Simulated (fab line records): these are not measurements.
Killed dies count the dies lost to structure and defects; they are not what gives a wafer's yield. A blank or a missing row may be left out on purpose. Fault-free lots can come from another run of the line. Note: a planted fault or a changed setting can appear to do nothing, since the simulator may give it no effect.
Matching of chambers ; flow sky130 ; SKY_VIA4_HDPCVD_00 on hdpcvd-02: 3 sister chambers
The step deposits SiO2, target thk 1750 nm, time 291.7 s. 3 wafers are shown with their chamber, then 7 later ones without.

## WAFERS, EACH WITH ITS CHAMBER
wafer;chamber;susceptorTempC (C)
L869.2;2;400.24
L880.3;1;400.17
L880.4;0;400.20

## WAFERS WHOSE CHAMBER IS MISSING
wafer;susceptorTempC (C)
L880.6;400.24
L882.1;400.05
L882.2;400.15
L882.3;399.70
L884.1;399.84
L884.2;399.99
L884.5;399.72

## THE CHAMBER EACH PASSED THROUGH
wafer;from the rows above;in truth
L880.6;can't be placed: 2 or 0 or 1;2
L882.1;can't be placed: 1 or 0 or 2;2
L882.2;can't be placed: 1 or 0 or 2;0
L882.3;can't be placed: 1 or 0 or 2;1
L884.1;can't be placed: 1 or 0 or 2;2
L884.2;can't be placed: 1 or 0 or 2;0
L884.5;can't be placed: 1 or 0 or 2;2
0 of 7 placed correctly. These rows do not allow placing 7 (true chamber among the candidates in 7). Placed wrongly: 0.
How it was worked out, from the rows above alone: a wafer's distance from a chamber is the root of the sum, over the readings, of the square of ((its reading less the chamber's mean) divided by the reading's scatter). The wafer belongs to the nearest chamber; if the next one is less than 2 further off, it can't be placed. For every chamber, the mean is computed from those of its wafers that are shown. The scatter (one wafer shown for each chamber): square how far every hidden wafer sits from the nearest shown wafer, average those squares and take the square root.
